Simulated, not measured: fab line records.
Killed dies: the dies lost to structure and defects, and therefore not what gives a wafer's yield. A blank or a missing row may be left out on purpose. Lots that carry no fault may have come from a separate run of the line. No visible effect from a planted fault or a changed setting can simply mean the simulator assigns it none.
Problem report, 8D (eight disciplines) form, completed by code | flow sky130 | the parts of the form that need people (team, actions taken, sign-off) are left out

1. PROBLEM STATEMENT
Mean of run length s at SKY_SD_N_CLEAN_13: 54 s across 6 wafers in 2 lots; on wafers with no fault it is 179 s (standard deviation 4.1). That puts it -30 standard deviations away from the usual mean.
The step: cleans in SC1/SC2, time 150 s.
First observed at day 32 14:31: wafer L609.1, on wet bench-03. At this step, 39 wafers from 13 lots have a number in the record. Rule for "out" (also "out of limits"): further than 4 standard deviations from the usual mean. The rest of the wafers with a number are treated as sound.

2. WHAT THIS IS AND IS NOT
question                    | is                     | is not
which readings at this step | run length s           | -
which lots                  | L609, L611             | L599, L600, L602, L604, L610, L613, L614, L615, L616, L617, L618
which wafers of those lots  | all that have a number | -
read on which tools         | wet bench-03           | wet bench-02, wet bench-04
when                        | from day 32 14:31      | up to then (12 sound wafers); but 21 sound wafers of L610, L613, L614, L615, L616, L617, L618 came after

3. SUSPECTS, AND WHAT RULES EACH OUT
Counting: a tool at any process step up to the reading remains a suspect when it ran all the lots that are out and ran no sound lot after the first of those.
- plasma asher-04 at SKY_POLY_CUT_STRIP_12 (strips in O2/N2): ruled out as a lasting fault. Following L609 (day 29 02:31), the first lot on it that is out, the sound lots L610, L614, L618 were run on it.
- wet bench-03 at SKY_SD_N_CLEAN_13 (cleans in SC1/SC2, time 150 s): ruled out as a lasting fault. Following L609 (day 32 14:31), the first lot on it that is out, the sound lots L613, L614 were run on it.
Left after counting: nothing in the record.

4. THE CAUSE (what the simulator had put in)
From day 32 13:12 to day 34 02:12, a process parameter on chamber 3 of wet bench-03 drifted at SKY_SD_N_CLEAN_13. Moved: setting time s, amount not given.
Counting ruled it out, wrongly.

5. THE EFFECT CHAIN, in route order
One row per reading whose mean, taken over the struck wafers that have a number, lies over 3 standard deviations from the usual. Scope: only readings with a usual standard deviation given in the record; hours: median across lots of the time from each lot's start at the first step in this table that gives one to its start at this step; sigmas: change in usual standard deviations.
hours | step              | reading      | usual | on struck wafers | change | sigmas
0     | SKY_SD_N_CLEAN_13 | run length s | 179 s | 54               | -125   | -30
Process steps it contains:
- SKY_SD_N_CLEAN_13: cleans in SC1/SC2, time 150 s.
Later measuring or inspecting steps at which every struck wafer that the step has a row for has a number for every such reading, and none has moved that far: SKY_SD_N_RS_MEAS_16.

6. HOW IT WOULD HAVE BEEN CAUGHT EARLIER
In this record the first reading out of limits was taken at day 32 14:31, 1 hour after the fault began at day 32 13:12.
